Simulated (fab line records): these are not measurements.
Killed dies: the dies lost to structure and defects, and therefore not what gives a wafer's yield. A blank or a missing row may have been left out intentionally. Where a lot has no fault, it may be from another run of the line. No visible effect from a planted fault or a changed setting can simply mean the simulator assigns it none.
A struck lot beside a sound one    flow sky130    15 steps out of a route of 708
Sound: wafers L805.1, L805.3, L805.6. Wafers struck: L815.4, L815.5, L815.6. At the end, the cause is stated.
At each step with rows: each side's tool, then ch and its chambers, then its first start. Under that, the readings that differ: sound wafers    struck wafers    difference of the means    sigmas: that difference in standard deviations of wafers without a fault.
alike: a reading whose means differ by less than 2 such deviations, as well as words and numbers matching on both sides. not compared: withheld readings; readings where some wafer has no value; bounds like >300 that might hide an equal value; numbers whose values overlap and for which the record gives no deviation.
Wherever a step has rows on one side only, a row that says differs or no value, or a row with sigmas, the two part there. Non-overlapping numbers with no deviation appear without sigmas and do not part them. A reading missing from all wafers of one side parts the sides only when that side holds two or more wafers.

SKY_VT_ADJUST_HVTP_OVL_MEAS_08:
  sound on overlay-01 at day 6 21:12; struck on overlay-02 at day 9 15:08
  alike: VT_ADJUST_HVTP_OVL
following that, these wafers have no rows for 1 step: SKY_VT_ADJUST_HVTP_IMPLANT_09.
SKY_VT_ADJUST_HVTP_STRIP_10: strips in O2/N2.
  sound on plasma asher-02 ch 0,1, day 6 21:23; struck on plasma asher-02 ch 0,1, day 9 15:20
  alike: drypump motor current A, oes product au, strip time to endpoint s
  not compared: rf hours counter h
SKY_VT_ADJUST_HVTP_TW_MEAS_11:
  sound on film metro-01 at day 6 21:29; struck on film metro-04 at day 9 15:26
reading            sound           struck          difference  sigmas
VT_ADJUST_HVTP_TW  1343 1339 1334  1379 1388 1378  +43         +4
then, 7 steps without rows for these wafers: SKY_VT_ADJUST_LVTN_DEHYDRATE_00 (time 60 s); SKY_VT_ADJUST_LVTN_HMDS_01 (prime time 60 s); SKY_VT_ADJUST_LVTN_COAT_02 (resist thk 3000 nm); SKY_VT_ADJUST_LVTN_SOFTBAKE_03; SKY_VT_ADJUST_LVTN_EXPOSE_04 (exposes mask NWM COMPLEMENT LESS NATIVE, target cd 840 nm); SKY_VT_ADJUST_LVTN_PEB_05; SKY_VT_ADJUST_LVTN_DEVELOP_06 (develop time 60 s).
SKY_VT_ADJUST_LVTN_OVL_MEAS_07:
  sound on overlay-02 at day 7 17:24; struck on overlay-02 at day 10 12:28
  alike: VT_ADJUST_LVTN_OVL
SKY_VT_ADJUST_LVTN_IMPLANT_08:
  sound on implanter-04 ch 0, day 7 17:26; struck on implanter-01 ch 0, day 10 12:33
reading        sound                             struck                            difference   sigmas
dose ions cm2  1.5727e+12 1.5699e+12 1.5716e+12  1.5192e+12 1.5206e+12 1.5182e+12  -5.2067e+10  -33
SKY_VT_ADJUST_LVTN_STRIP_09: strips in O2/N2.
  sound on plasma asher-02 ch 0,1, day 7 17:35; struck on plasma asher-03 ch 0,1, day 10 12:40
  alike: drypump motor current A, oes product au, strip time to endpoint s
  not compared: rf hours counter h
SKY_PAD_OPEN_PROBE_99:
  the record has rows for the sound wafers here (prober-01, day 46 12:07) and none for the struck ones

== WHERE THEY PART ==
First at SKY_VT_ADJUST_HVTP_TW_MEAS_11; last, within this record, at SKY_PAD_OPEN_PROBE_99.

WHY: the cause the simulator had injected
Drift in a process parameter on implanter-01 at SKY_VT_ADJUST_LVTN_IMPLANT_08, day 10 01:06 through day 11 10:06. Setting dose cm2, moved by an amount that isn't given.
